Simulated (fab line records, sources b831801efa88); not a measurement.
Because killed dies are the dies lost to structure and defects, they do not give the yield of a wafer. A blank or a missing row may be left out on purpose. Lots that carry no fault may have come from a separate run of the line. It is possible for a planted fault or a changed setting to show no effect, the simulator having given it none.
fab line records || flow sky130
record {"lots": 14, "wafers": 40, "lastDay": 51}
route steps=708 shown VIA2@515
lots that met no fault: taken from a fault-free run of the same line
startH: the number of hours between the record's first day and the start of the first shown wafer of the lot || waitH: time in hours since the lot's previous step || " identical to the entry in the row above || L1.1+2: a row that stands for several wafers || - value missing, or start not given || * or withheld: withheld || < > ~ a bound
route shown NAME@n: a module of which the file shows steps, and the number in the route of the first || usual: the fault-free wafers' mean and standard deviation || same: alike in all rows || chamber/n: place in a boat || sites: each site's reading || _std_site: standard deviation across them || _edge_site: the outer-site mean with the inner-site mean subtracted || radiusMm: for every site, how far away it sits from the centre of the wafer || mask NAME#n: copy n || behind: tool/chamber where the wafer was last shaped || hold: reason for holding the lot/hours on hold/outcome of the hold || device: the n, p or np transistor that did not switch || end of line: at the end of the route, the tests of the same wafers || for a step that has no rows: nothing shown but its recipe || killed: dies lost to structure and defects at the first sort, not the wafer's yield || map: dies across one wafer; x = killed, . = not, _ = none there
set.NAME: the setting as run; set.NAME@STEP: as run at that earlier step || model.NAME: the simulator's own value behind a step, which no gauge read
one table for each step of the route and one row for each wafer, over a sample of lots
## steps
# step SKY_VIA2_SOFTBAKE_08
# recipe {"tempC": 100, "timeS": 90, "resist": "KrF-thick"}
# usual {"heaterPowerTotalW": "57.36/0.12", "runLengthS": "119.26/0.27"}
{"lot.wafer": "L278.3", "tool": "lithoTrack-01", "chamber": 0, "startH": 833, "waitH": "-", "heaterPowerTotalW": 57.15, "runLengthS": 119.10}
{"lot.wafer": "L278.4", "tool": "lithoTrack-01", "chamber": 0, "startH": 833, "waitH": "-", "heaterPowerTotalW": 57.43, "runLengthS": 119.16}
{"lot.wafer": "L278.6", "tool": "lithoTrack-01", "chamber": 0, "startH": 833, "waitH": "-", "heaterPowerTotalW": 57.54, "runLengthS": 118.88}
{"lot.wafer": "L279.1", "tool": "lithoTrack-03", "chamber": 0, "startH": 838, "waitH": "-", "heaterPowerTotalW": 57.54, "runLengthS": 119.04}
{"lot.wafer": "L279.4", "tool": "lithoTrack-03", "chamber": 0, "startH": 838, "waitH": "-", "heaterPowerTotalW": 57.46, "runLengthS": 119.16}
{"lot.wafer": "L279.5", "tool": "lithoTrack-03", "chamber": 0, "startH": 838, "waitH": "-", "heaterPowerTotalW": 57.57, "runLengthS": 118.97}
{"lot.wafer": "L280.1", "tool": "lithoTrack-04", "chamber": 0, "startH": 844, "waitH": "-", "heaterPowerTotalW": 57.41, "runLengthS": 119.56}
{"lot.wafer": "L280.3", "tool": "lithoTrack-04", "chamber": 0, "startH": 844, "waitH": "-", "heaterPowerTotalW": 57.53, "runLengthS": 119.52}
{"lot.wafer": "L280.5", "tool": "lithoTrack-04", "chamber": 0, "startH": 844, "waitH": "-", "heaterPowerTotalW": 57.27, "runLengthS": 119.49}
{"lot.wafer": "L281.1", "tool": "lithoTrack-04", "chamber": 0, "startH": 855, "waitH": "-", "heaterPowerTotalW": 57.22, "runLengthS": 119.56}
{"lot.wafer": "L281.2", "tool": "lithoTrack-04", "chamber": 0, "startH": 855, "waitH": "-", "heaterPowerTotalW": 57.12, "runLengthS": 119.73}
{"lot.wafer": "L281.5", "tool": "lithoTrack-04", "chamber": 0, "startH": 855, "waitH": "-", "heaterPowerTotalW": 57.49, "runLengthS": 119.46}
{"lot.wafer": "L282.1", "tool": "lithoTrack-03", "chamber": 0, "startH": 862, "waitH": "-", "heaterPowerTotalW": 57.24, "runLengthS": 119.04}
{"lot.wafer": "L282.3", "tool": "lithoTrack-03", "chamber": 0, "startH": 862, "waitH": "-", "heaterPowerTotalW": 57.25, "runLengthS": 119.38}
{"lot.wafer": "L282.5", "tool": "lithoTrack-03", "chamber": 0, "startH": 863, "waitH": "-", "heaterPowerTotalW": 57.39, "runLengthS": 119.09}
{"lot.wafer": "L289.3", "tool": "lithoTrack-03", "chamber": 0, "startH": 916, "waitH": "-", "heaterPowerTotalW": 61.90, "runLengthS": 100.53}
{"lot.wafer": "L289.6", "tool": "lithoTrack-03", "chamber": 0, "startH": 916, "waitH": "-", "heaterPowerTotalW": 61.74, "runLengthS": 100.55}
{"lot.wafer": "L291.3", "tool": "lithoTrack-03", "chamber": 0, "startH": 930, "waitH": "-", "heaterPowerTotalW": 62.00, "runLengthS": 100.71}
{"lot.wafer": "L291.5", "tool": "lithoTrack-03", "chamber": 0, "startH": 930, "waitH": "-", "heaterPowerTotalW": 57.22, "runLengthS": 119.18}
{"lot.wafer": "L292.2", "tool": "lithoTrack-03", "chamber": 0, "startH": 932, "waitH": "-", "heaterPowerTotalW": 57.31, "runLengthS": 119.20}
{"lot.wafer": "L292.3", "tool": "lithoTrack-03", "chamber": 0, "startH": 932, "waitH": "-", "heaterPowerTotalW": 62.31, "runLengthS": 100.69}
{"lot.wafer": "L292.6", "tool": "lithoTrack-03", "chamber": 0, "startH": 932, "waitH": "-", "heaterPowerTotalW": 61.72, "runLengthS": 100.43}
{"lot.wafer": "L295.3", "tool": "lithoTrack-04", "chamber": 0, "startH": 954, "waitH": "-", "heaterPowerTotalW": 57.25, "runLengthS": 119.62}
{"lot.wafer": "L295.4", "tool": "lithoTrack-04", "chamber": 0, "startH": 954, "waitH": "-", "heaterPowerTotalW": 57.17, "runLengthS": 119.60}
{"lot.wafer": "L295.6", "tool": "lithoTrack-04", "chamber": 0, "startH": 954, "waitH": "-", "heaterPowerTotalW": 57.52, "runLengthS": 119.59}
{"lot.wafer": "L297.1", "tool": "lithoTrack-01", "chamber": 0, "startH": 970, "waitH": "-", "heaterPowerTotalW": 57.24, "runLengthS": 118.94}
{"lot.wafer": "L297.3", "tool": "lithoTrack-01", "chamber": 0, "startH": 970, "waitH": "-", "heaterPowerTotalW": 57.47, "runLengthS": 119.08}
{"lot.wafer": "L297.4", "tool": "lithoTrack-01", "chamber": 0, "startH": 970, "waitH": "-", "heaterPowerTotalW": 57.19, "runLengthS": 119.28}
{"lot.wafer": "L298.1", "tool": "lithoTrack-04", "chamber": 0, "startH": 974, "waitH": "-", "heaterPowerTotalW": 57.40, "runLengthS": 119.56}
{"lot.wafer": "L298.3", "tool": "lithoTrack-04", "chamber": 0, "startH": 974, "waitH": "-", "heaterPowerTotalW": 57.46, "runLengthS": 119.62}
{"lot.wafer": "L298.6", "tool": "lithoTrack-04", "chamber": 0, "startH": 974, "waitH": "-", "heaterPowerTotalW": 57.27, "runLengthS": 119.69}
{"lot.wafer": "L299.2", "tool": "lithoTrack-01", "chamber": 0, "startH": 986, "waitH": "-", "heaterPowerTotalW": 57.42, "runLengthS": 119.02}
{"lot.wafer": "L299.4", "tool": "lithoTrack-01", "chamber": 0, "startH": 987, "waitH": "-", "heaterPowerTotalW": 57.37, "runLengthS": 118.94}
{"lot.wafer": "L299.5", "tool": "lithoTrack-01", "chamber": 0, "startH": 987, "waitH": "-", "heaterPowerTotalW": 57.52, "runLengthS": 118.93}
{"lot.wafer": "L300.2", "tool": "lithoTrack-04", "chamber": 0, "startH": 988, "waitH": "-", "heaterPowerTotalW": 57.45, "runLengthS": 119.44}
{"lot.wafer": "L300.4", "tool": "lithoTrack-04", "chamber": 0, "startH": 988, "waitH": "-", "heaterPowerTotalW": 57.31, "runLengthS": 119.80}
{"lot.wafer": "L300.5", "tool": "lithoTrack-04", "chamber": 0, "startH": 988, "waitH": "-", "heaterPowerTotalW": 57.18, "runLengthS": 119.56}
{"lot.wafer": "L301.1", "tool": "lithoTrack-01", "chamber": 0, "startH": 1022, "waitH": "-", "heaterPowerTotalW": 57.47, "runLengthS": 119.24}
{"lot.wafer": "L301.3", "tool": "lithoTrack-01", "chamber": 0, "startH": 1022, "waitH": "-", "heaterPowerTotalW": 57.57, "runLengthS": 118.98}
{"lot.wafer": "L301.6", "tool": "lithoTrack-01", "chamber": 0, "startH": 1022, "waitH": "-", "heaterPowerTotalW": 57.38, "runLengthS": 118.88}
## key
firstSign {"step": "SKY_VIA2_SOFTBAKE_08", "reading": "runLengthS", "direction": "down", "sigmas": 68, "usual": "*", "struck": "*"}
effect {"step": "SKY_VIA2_SOFTBAKE_08", "reading": "heaterPowerTotalW", "direction": "up", "sigmas": 38, "usual": "*", "struck": "*"}
metAt SKY_VIA2_SOFTBAKE_08
struckLots L289,L291,L292
struckWafers L289.3,L289.6,L291.3,L292.3,L292.6
sortLeftOut L289.3,L289.6,L291.3
onsetBetween 862 916
fault {"kind": "processParameterDrift", "tool": "lithoTrack-03", "chamber": "-", "onsetH": 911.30, "steps": "SKY_VIA2_SOFTBAKE_08", "channel": "timeS", "offset": "*", "shape": "step", "endH": 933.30, "scope": "struckWafersOnly", "actsIn": "*", "stated": "*"}
# sortLeftOut: the simulated sort isn't trusted on such a fault, so these wafers' sort isn't shown, and their yield isn't known
